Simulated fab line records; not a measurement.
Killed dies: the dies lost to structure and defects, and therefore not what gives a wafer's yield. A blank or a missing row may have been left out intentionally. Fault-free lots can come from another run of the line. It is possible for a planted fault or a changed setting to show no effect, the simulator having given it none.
fab line records | flow gf180mcu
record lots=11 wafers=32 last-day=34
route steps=602 shown M3@423 V3@432 MIM@504 M5@536
lots with no fault: from the same line, run without faults
start-h: hours from the record's opening day to when the first of the lot's shown wafers began | wait-h: hours since the lot's step before | " as in the row above | L1.1+2: one row covering several wafers at once | - either no value or no given start | * or withheld: withheld | < > ~ a bound
route shown NAME@n: a module of which the file shows steps, and the number in the route of the first | usual: mean/standard deviation taken from wafers without a fault | same: alike in all rows | chamber/n: place in a boat | sites: readings site by site | _std_site: standard deviation of those values | _edge_site: inner sites' mean taken away from outer sites' mean | radius-mm: for every site, how far away it sits from the centre of the wafer | mask NAME#n: copy n | behind: tool/chamber where the wafer was last shaped | hold: cause of the lot's hold/its duration in hours/its outcome | device: which transistor (n, p or np) failed to switch | end of line: the route-end tests of the same wafers | step lacking rows: just its recipe | killed: at the first sort, the dies lost to defects and structure; wafer yield is something else | map: the dies of a wafer, with x for killed, . for not killed, _ for no die there
set.NAME: the setting the step ran with; set.NAME@STEP: the setting that earlier step ran with | model.NAME: the simulator's own value behind a step, which no gauge read
steps of the route over a sample of lots; a table a step, a row a wafer
services: from which hour (start-h, from the record's first day; less than 0 if before it) a tool's chamber was out of use, for how many hours, and why
## steps
# step GF_M3_CD_MEAS_14
# recipe target-cd-nm=280
# usual cd-nm=279.6/1.3
# columns lot.wafer tool chamber start-h wait-h cd-nm
L114.1 cd-sem-02 - 488.63 0.1 279.8
L114.2 " - " " 279.1
L114.3 " - " " 279.3
L115.1 cd-sem-01 - 500.93 0.1 280.8
L115.3 " - " " 279.9
L115.4 " - " " 281.7
L117.1 cd-sem-01 - 521.78 0.1 278.8
L117.2 " - " " 278.2
L117.3 " - " " 278.5
L118.2 cd-sem-01 - 522.90 0.1 278.9
L118.3 " - " " 280.6
L118.5 " - " " 279.8
L120.1 cd-sem-02 - 539.26 0.1 279.6
L120.2 " - " " 280.5
L120.4 " - " " 279.4
L127.3 cd-sem-02 - 602.57 0.1 282.4
L127.4 " - " " 282.5
L127.5 " - " " 282.9
L128.2 cd-sem-02 - 620.70 0.1 281.1
L128.3 " - " " 281.0
L128.6 " - " " 280.6
L131.2 cd-sem-02 - 649.93 0.1 277.8
L131.3 " - " " 278.6
L133.2 cd-sem-02 - 665.93 0.1 278.6
L133.3 " - " " 278.6
L133.4 " - " " 279.3
L135.1 cd-sem-01 - 676.01 0.1 278.1
L135.3 " - " " 279.5
L135.6 " - " " 279.6
L136.1 cd-sem-01 - 676.38 0.1 280.2
L136.4 " - " " 279.9
L136.6 " - " " 280.2
# step GF_V3_THK_MEAS_03
# recipe reads=SiO2_of_V3_CVD_02
# usual V3_CVD_02_THK=853/12
# columns lot.wafer tool chamber start-h wait-h V3_CVD_02_THK[nm]
L114.1 film-metro-02 - 489.69 0.0 854
L114.2 " - " " 859
L114.3 " - " " 861
L115.1 film-metro-03 - 502.08 0.0 850
L115.3 " - " " 848
L115.4 " - " " 868
L117.1 film-metro-03 - 522.80 0.0 861
L117.2 " - " " 858
L117.3 " - " " 841
L118.2 film-metro-01 - 523.94 0.0 848
L118.3 " - " " 836
L118.5 " - " " 872
L120.1 film-metro-02 - 540.29 0.0 844
L120.2 " - " " 859
L120.4 " - " " 876
L127.3 film-metro-02 - 603.63 0.1 840
L127.4 " - " " 854
L127.5 " - " " 858
L128.2 film-metro-02 - 621.71 0.0 847
L128.3 " - " " 854
L128.6 " - " " 844
L131.2 film-metro-01 - 650.94 0.0 854
L131.3 " - " " 855
L133.2 film-metro-01 - 666.95 0.0 844
L133.3 " - " " 843
L133.4 " - " " 852
L135.1 film-metro-03 - 677.03 0.0 840
L135.3 " - " " 832
L135.6 " - " " 849
L136.1 film-metro-02 - 677.47 0.0 852
L136.4 " - " " 875
L136.6 " - " " 883
# step GF_MIM_SPUTTER_01
# recipe material=TiN target-thk-nm=30 power-w=6500 time-s=25 chamber-pressure-pa=0.4
# usual chamber-pressure-pa=0.3999/0.00069 throttle-valve-pct=29.5/1.3
# columns lot.wafer tool chamber start-h wait-h chamber-pressure-pa throttle-valve-pct
L114.1 pvd-sputter-01 - 562.85 0.1 0.4004 29.3
L114.2 " - " " 0.3991 30.3
L114.3 " - " " 0.4000 27.4
L115.1 pvd-sputter-03 - 575.89 0.1 0.4008 29.9
L115.3 " - " " 0.3997 27.8
L115.4 " - " " 0.3998 31.5
L117.1 pvd-sputter-02 - 594.28 0.1 0.3993 29.2
L117.2 " - " " 0.4007 29.5
L117.3 " - " " 0.3995 27.4
L118.2 pvd-sputter-03 - 595.19 0.1 0.3993 27.7
L118.3 " - " " 0.4008 30.8
L118.5 " - " " 0.4011 31.1
L120.1 pvd-sputter-01 - 610.27 0.1 0.3997 29.4
L120.2 " - " " 0.4007 27.4
L120.4 " - " " 0.4011 29.9
L127.3 pvd-sputter-03 - 668.40 0.1 0.3994 31.0
L127.4 " - " " 0.4013 29.7
L127.5 " - " " 0.4002 29.9
L128.2 pvd-sputter-01 - 685.49 0.1 0.3989 30.3
L128.3 " - " " 0.4011 30.9
L128.6 " - " " 0.3998 29.5
L131.2 pvd-sputter-01 - 711.36 0.1 0.4005 30.2
L131.3 " - " " 0.3993 27.3
L133.2 pvd-sputter-01 - 725.53 0.1 0.3997 29.2
L133.3 " - " " 0.4002 30.8
L133.4 " - " " 0.4011 27.7
L135.1 pvd-sputter-01 - 736.02 0.1 0.4004 30.9
L135.3 " - " " 0.3996 29.1
L135.6 " - " " 0.3997 30.0
L136.1 pvd-sputter-02 - 736.37 0.1 0.3990 27.7
L136.4 " - " " 0.4000 29.8
L136.6 " - " " 0.3988 27.3
# step GF_M5_METAL_ETCH_10
# recipe chemistry=Cl2/BCl3 mask-material=KrF target-depth-nm=750.8 stop-on=SiO2 pressure-mtorr=8 icp-w=800 bias-w=140 Cl2_flow_sccm=80 bcl3-flow-sccm=40 time-s=125.1
# usual drypump-motor-current-A=5.8/0.44 oes-product-au=0.992/0.0055 run-length-s=153.5/0.42 throttle-valve-pct=28.227/0.01
# columns lot.wafer tool chamber start-h wait-h drypump-motor-current-A oes-product-au rf-hours-counter-h run-length-s throttle-valve-pct
L114.1 rie-metal-02 0 607.60 0.0 5.7 0.995 12 153.8 28.229
L114.2 " 1 " " 6.7 0.989 2 153.8 28.232
L114.3 " 1 " " 6.6 0.981 - 153.8 28.242
L115.1 rie-metal-01 1 619.30 0.0 5.5 0.999 4 153.7 28.222
L115.3 " 0 " " 6.0 0.999 - 153.0 28.229
L115.4 " 1 " " 5.5 1.000 - 154.2 28.203
L117.1 rie-metal-02 0 637.54 0.0 5.7 0.983 13 153.3 28.223
L117.2 " 1 " " 6.6 0.993 3 153.9 28.229
L117.3 " 0 " " 5.7 0.989 - 153.5 28.226
L118.2 rie-metal-01 0 637.89 0.0 6.0 0.994 11 153.1 28.217
L118.3 " 0 " " 6.0 1.006 - 153.5 28.221
L118.5 " 0 " " 6.0 0.996 - 152.7 28.229
L120.1 rie-metal-03 0 650.79 0.0 5.5 0.990 13 153.6 28.224
L120.2 " 1 " " 5.5 0.994 13 153.3 28.236
L120.4 " 0 " " 5.5 0.993 - 153.3 28.238
L127.3 rie-metal-02 0 706.58 0.1 5.7 0.985 - 153.5 28.229
L127.4 " 1 " " 6.7 0.985 - 154.1 28.245
L127.5 " 1 " " 6.6 0.991 - 154.0 28.245
L128.2 rie-metal-03 1 723.55 0.0 5.5 0.988 16 152.8 28.241
L128.3 " 1 " " 5.5 0.986 - 152.7 28.228
L128.6 " 1 " " 5.4 0.984 - 153.4 28.248
L131.2 rie-metal-03 0 746.63 0.1 5.5 0.984 - 153.3 28.211
L131.3 " 0 " " 5.6 0.952 - 163.8 28.263
L133.2 rie-metal-01 1 760.04 0.0 5.4 0.986 10 153.4 28.227
L133.3 " 1 " " 5.5 0.983 - 153.6 28.233
L133.4 " 0 " " 6.0 0.993 - 153.2 28.221
L135.1 rie-metal-02 1 769.34 0.0 6.7 0.984 10 154.1 28.210
L135.3 " 1 " " 6.7 0.990 - 153.9 28.239
L135.6 " 0 " " 5.7 0.994 - 153.3 28.230
L136.1 rie-metal-01 1 770.00 0.0 5.4 0.993 10 154.1 28.239
L136.4 " 1 " " 5.4 0.984 - 153.6 28.226
L136.6 " 0 " " 6.0 1.007 - 152.9 28.238
# step GF_M5_STRIP_11
# recipe chemistry=O2/N2 power-w=1400 pressure-mtorr=1500 platen-temp-c=250 o2-flow-sccm=3000 n2-flow-sccm=300 overash-fraction=0.5
# usual drypump-motor-current-A=5.8/0.59 heater-power-w=339/23 o2-flow-sccm=3000/8.9 oes-product-au=0.523/0.005 strip-time-to-endpoint-s=7.03/0.063
# same overash-fraction=0.5
# columns lot.wafer tool chamber start-h wait-h drypump-motor-current-A heater-power-w o2-flow-sccm oes-product-au rf-hours-counter-h strip-time-to-endpoint-s
L114.1 plasma-asher-04 0 607.73 0.1 6.3 329 2987 0.516 15 7.06
L114.2 " 1 " " 4.8 387 3008 0.526 15 7.07
L114.3 " 1 " " 4.8 383 3007 0.525 - 7.08
L115.1 plasma-asher-02 0 619.43 0.1 5.2 333 2992 0.522 54 6.98
L115.3 " 0 " " 5.2 330 2996 0.509 - 7.00
L115.4 " 1 " " 5.9 320 3005 0.521 - 6.98
L117.1 plasma-asher-02 1 637.67 0.1 5.9 319 2994 0.527 56 7.01
L117.2 " 0 " " 5.2 325 3002 0.525 56 7.08
L117.3 " 1 " " 5.9 317 2997 0.522 - 7.00
L118.2 plasma-asher-04 1 638.02 0.1 4.8 384 2997 0.524 18 6.97
L118.3 " 0 " " 6.3 327 2991 0.522 - 6.94
L118.5 " 1 " " 4.8 380 2996 0.523 - 7.00
L120.1 plasma-asher-04 1 650.92 0.1 4.8 386 2998 0.516 19 6.96
L120.2 " 0 " " 6.3 327 3005 0.521 19 7.03
L120.4 " 1 " " 4.8 385 3000 0.528 - 7.01
L127.3 plasma-asher-04 1 706.70 0.1 4.8 387 2997 0.524 - 7.09
L127.4 " 0 " " 6.3 331 3010 0.533 - 7.12
L127.5 " 1 " " 4.8 383 3001 0.522 - 7.11
L128.2 plasma-asher-01 0 723.68 0.1 6.5 337 2987 0.517 109 7.00
L128.3 " 1 " " 6.3 367 3001 0.525 - 6.96
L128.6 " 1 " " 6.3 369 3007 0.524 - 6.94
L131.2 plasma-asher-04 0 746.85 0.2 6.3 331 3007 0.521 30 6.87
L131.3 " 1 " " 4.8 388 3007 0.516 - 6.68
L133.2 plasma-asher-01 0 760.17 0.1 6.5 318 2999 0.530 2 7.17
L133.3 " 0 " " 6.5 319 2996 0.530 - 7.15
L133.4 " 1 " " 6.3 356 2994 0.528 - 7.05
L135.1 plasma-asher-01 1 769.47 0.1 6.3 356 2994 0.526 2 7.02
L135.3 " 1 " " 6.3 359 2998 0.514 - 7.04
L135.6 " 0 " " 6.5 326 2998 0.525 - 6.99
L136.1 plasma-asher-02 0 770.13 0.1 5.2 329 3011 0.518 71 7.11
L136.4 " 0 " " 5.2 326 3016 0.524 - 7.06
L136.6 " 1 " " 5.9 320 3004 0.520 - 6.94
## services
# columns tool chamber start-h hours kind
rie-metal-02 1 547.70 - clean
pvd-sputter-02 - 552.20 2.9 repair
rie-metal-01 0 555.76 36.8 repair
plasma-asher-01 - 557.42 4.3 pm
pvd-sputter-01 - 558.29 4.2 repair
plasma-asher-04 - 564.26 28.1 pm
pvd-sputter-01 3 582.71 - consumable-replace:kit
pvd-sputter-01 3 582.71 18.0 scheduled-down
pvd-sputter-01 3 582.71 18.0 vent-cycle
plasma-asher-04 - 593.89 2.2 repair
plasma-asher-04 - 614.71 2.6 repair
plasma-asher-01 - 672.30 0.7 repair
rie-metal-03 - 690.84 2.8 pm
pvd-sputter-01 - 699.70 3.4 repair
pvd-sputter-01 2 712.29 - consumable-replace:kit
pvd-sputter-01 2 712.29 18.0 scheduled-down
pvd-sputter-01 2 712.29 18.0 vent-cycle
pvd-sputter-03 - 719.84 9.9 repair
plasma-asher-01 - 733.75 9.0 pm
plasma-asher-01 - 737.21 5.3 repair
rie-metal-01 - 739.30 14.6 pm
pvd-sputter-02 - 742.11 1.8 repair
pvd-sputter-02 - 754.73 2.2 repair
rie-metal-01 - 761.92 1.4 pm
## key
first-sign step=GF_M5_METAL_ETCH_10 reading=run-length-s direction=up sigmas=25 usual=* struck=*
effect step=GF_M5_METAL_ETCH_10 reading=oes-product-au direction=down sigmas=7.4 usual=0.992 struck=0.952
effect step=GF_M5_STRIP_11 reading=strip-time-to-endpoint-s direction=down sigmas=5.6 usual=* struck=*
met-at GF_M5_METAL_ETCH_10
struck-lots L131
struck-wafers L131.3
not-acting-at GF_M3_CD_MEAS_14,GF_V3_THK_MEAS_03,GF_MIM_SPUTTER_01
onset-between 723.55 746.63
fault kind=process-parameter-drift tool=rie-metal-03 chamber=- onset-h=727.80 steps=GF_M5_METAL_ETCH_10 channel=time-s offset=* shape=step end-h=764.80 scope=struck-wafers-only acts-in=* stated=*
